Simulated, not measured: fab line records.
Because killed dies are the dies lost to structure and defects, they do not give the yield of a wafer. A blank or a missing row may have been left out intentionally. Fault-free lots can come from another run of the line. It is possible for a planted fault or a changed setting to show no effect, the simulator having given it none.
Struck lot and sound lot, side by side / flow gf180mcu / 44 out of 602 route steps
Sound: wafers L128.1, L128.2, L128.3. Struck: wafer L134.6. (L134.1, L134.3 of the same lot were not struck and are left out.) The cause comes at the end.
For every step that has rows: the tool of each side, followed by ch and its chambers, followed by its first start. Under that, the readings that differ: sound wafers / struck wafers / difference of the means / sigmas: that difference in standard deviations of wafers without a fault.
alike: readings whose means differ by less than 2 such deviations, and words and numbers that are the same on both sides. not compared: withheld readings, readings that some wafer has no value for, bounds like >300 that may hide the same value, and numbers for which the record gives no deviation and whose values overlap.
The two part at a step that has a row with sigmas, a row that says differs or no value, or rows on one side only. Numbers that don't overlap but have no deviation are shown without sigmas and don't part them. Lack of a reading on every wafer of one side parts them only where that side has two or more wafers.

first, 3 steps without rows for these wafers: GF_CONTACT_CLEAN_20 (cleans in DIW); GF_CONTACT_CLEAN_21 (cleans in dHF, time 20 s); GF_CONTACT_SPUTTER_22 (material Ti, target thk 15 nm, time 80.02 s).
GF_CONTACT_SPUTTER_23: material TiN, target thk 10 nm, time 40 s.
  sound: pvd_sputter-03 at day 16 12:16; struck: pvd_sputter-04 at day 18 17:25
  alike: throttle_valve_pct
then, 1 step without rows for these wafers: GF_CONTACT_CVD_24 (deposits W, target thk 300 nm, time 90.339 s).
GF_CONTACT_RS_MEAS_25: the measuring method here is four-point-probe.
  sound: film_metro-03 at day 16 12:24; struck: film_metro-02 at day 18 17:33
  alike: CONTACT_W_RS
GF_CONTACT_THK_MEAS_26: measures by xrf.
  sound: film_metro-03 at day 16 12:31; struck: film_metro-02 at day 18 17:40
  alike: CONTACT_W_THK
GF_CONTACT_CMP_27: polishes, stops on SiO2, t overpolish 15 s, target thk 0 nm.
  sound on cmp-02 ch 1,2,3, day 16 12:35; struck on cmp-02 ch 3, day 18 17:44
  alike: motor_current_A, overpolish_run_s, platen_rpm, slurry_filter_dp_kPa, time_to_endpoint_s
GF_M1_SPUTTER_00: material Ti, target thk 37.5 nm, time 150 s.
  sound: pvd_sputter-01 at day 16 12:53; struck: pvd_sputter-01 at day 18 18:02
  alike: throttle_valve_pct
then, 2 steps without rows for these wafers: GF_M1_SPUTTER_01 (material TiN, target thk 30 nm, time 25 s); GF_M1_SPUTTER_02 (material AlCu, target thk 450 nm, time 23.9 s).
GF_M1_SPUTTER_03: material Ti, target thk 10 nm, time 6.7 s.
  sound: pvd_sputter-01 at day 16 13:02; struck: pvd_sputter-01 at day 18 18:11
  alike: throttle_valve_pct
GF_M1_SPUTTER_04: material TiN, target thk 50 nm, time 41.7 s.
  sound: pvd_sputter-01 at day 16 13:04; struck: pvd_sputter-01 at day 18 18:13
reading=model.TiN_of_M1_SPUTTER_04.thk_nm (nm); sound=49.74 49.4 49.93; struck=53.44; difference=+3.75; sigmas=
  alike: throttle_valve_pct
GF_M1_RS_MEAS_05: the measuring method here is four-point-probe.
  sound: film_metro-02 at day 16 13:07; struck: film_metro-03 at day 18 18:15
  alike: M1_ALCU_RS
GF_M1_THK_MEAS_06: measures by xrf.
  sound: film_metro-02 at day 16 13:14; struck: film_metro-03 at day 18 18:22
reading=M1_ALCU_THK (nm); sound=452 462 449; struck=442; difference=-12; sigmas=-2
then, 7 steps without rows for these wafers: GF_M1_DEHYDRATE_07 (time 60 s); GF_M1_HMDS_08 (prime time 60 s); GF_M1_COAT_09 (resist thk 1000 nm); GF_M1_SOFTBAKE_10 (time 60 s); GF_M1_EXPOSE_11 (exposes mask Metal1, target cd 230 nm); GF_M1_PEB_12 (peb time 90 s); GF_M1_DEVELOP_13 (develop time 60 s).
GF_M1_CD_MEAS_14: target cd 230 nm.
  sound: cd_sem-02 at day 17 10:59; struck: cd_sem-01 at day 19 18:53
  alike: cd_nm
GF_M1_OVL_MEAS_15:
  sound: overlay-01 at day 17 11:06; struck: overlay-01 at day 19 19:00
  alike: M1_OVL
then, 5 steps without rows for these wafers: GF_M1_METAL_ETCH_16 (etches the open film in Cl2/BCl3, stops on SiO2, target depth 750.8 nm, time 125.1 s); GF_M1_STRIP_17 (strips in O2/N2); GF_M1_STRIP_18 (strips in post etch residue remover, time 1200 s); GF_M1_CLEAN_19 (cleans in DIW); GF_V1_CVD_00 (deposits SiO2, target thk 600 nm, time 100 s).
GF_V1_THK_MEAS_01:
  sound: film_metro-04 at day 17 11:55; struck: film_metro-03 at day 19 19:46
  alike: V1_CVD_00_THK
then, 1 step without rows for these wafers: GF_V1_CVD_02 (deposits SiO2 from TEOS, target thk 850 nm, time 94.851 s).
GF_V1_THK_MEAS_03:
  sound: film_metro-04 at day 17 12:02; struck: film_metro-04 at day 19 19:54
  alike: V1_CVD_02_THK
GF_V1_CMP_04: polishes SiO2.
  sound on cmp-01 ch 0,1,2, day 17 12:05; struck on cmp-01 ch 0, day 19 20:05
  alike: motor_current_A, platen_rpm, slurry_filter_dp_kPa, time_to_endpoint_s
GF_V1_BOW_MEAS_05:
  sound: film_metro-04 at day 17 12:23; struck: film_metro-04 at day 19 20:23
  alike: V1_BOW
then, 8 steps without rows for these wafers: GF_V1_DEHYDRATE_06 (time 60 s); GF_V1_HMDS_07 (prime time 60 s); GF_V1_COAT_08; GF_V1_COAT_09 (resist thk 1000 nm); GF_V1_SOFTBAKE_10 (time 60 s); GF_V1_EXPOSE_11 (exposes mask Via1, target cd 260 nm); GF_V1_PEB_12 (peb time 90 s); GF_V1_DEVELOP_13 (develop time 60 s).
GF_V1_STRIP_19: strips in post etch residue remover, time 1200 s.
  sound on wet_bench-01 ch 3, day 18 12:32; struck on wet_bench-02 ch 3, day 20 21:22
reading=model.TiN_of_M1_SPUTTER_04.thk_nm (nm); sound=48.89 48.55 49.08; struck=52.6; difference=+3.8; sigmas=
-- the record jumps here: 10 days lie between the struck wafers' starts before and after (it left off in module V1 and takes up again in module PASSIVATION, whose first step shown is number 602 of the route) --
GF_PASSIVATION_PROBE_99:
  rows exist in the record for the struck wafers here (prober-02, day 31 03:37), but not for the sound ones

== WHERE THEY PART ==
Last at GF_PASSIVATION_PROBE_99 as far as this record goes, first at GF_M1_THK_MEAS_06.

WHY: whatever the simulator had introduced
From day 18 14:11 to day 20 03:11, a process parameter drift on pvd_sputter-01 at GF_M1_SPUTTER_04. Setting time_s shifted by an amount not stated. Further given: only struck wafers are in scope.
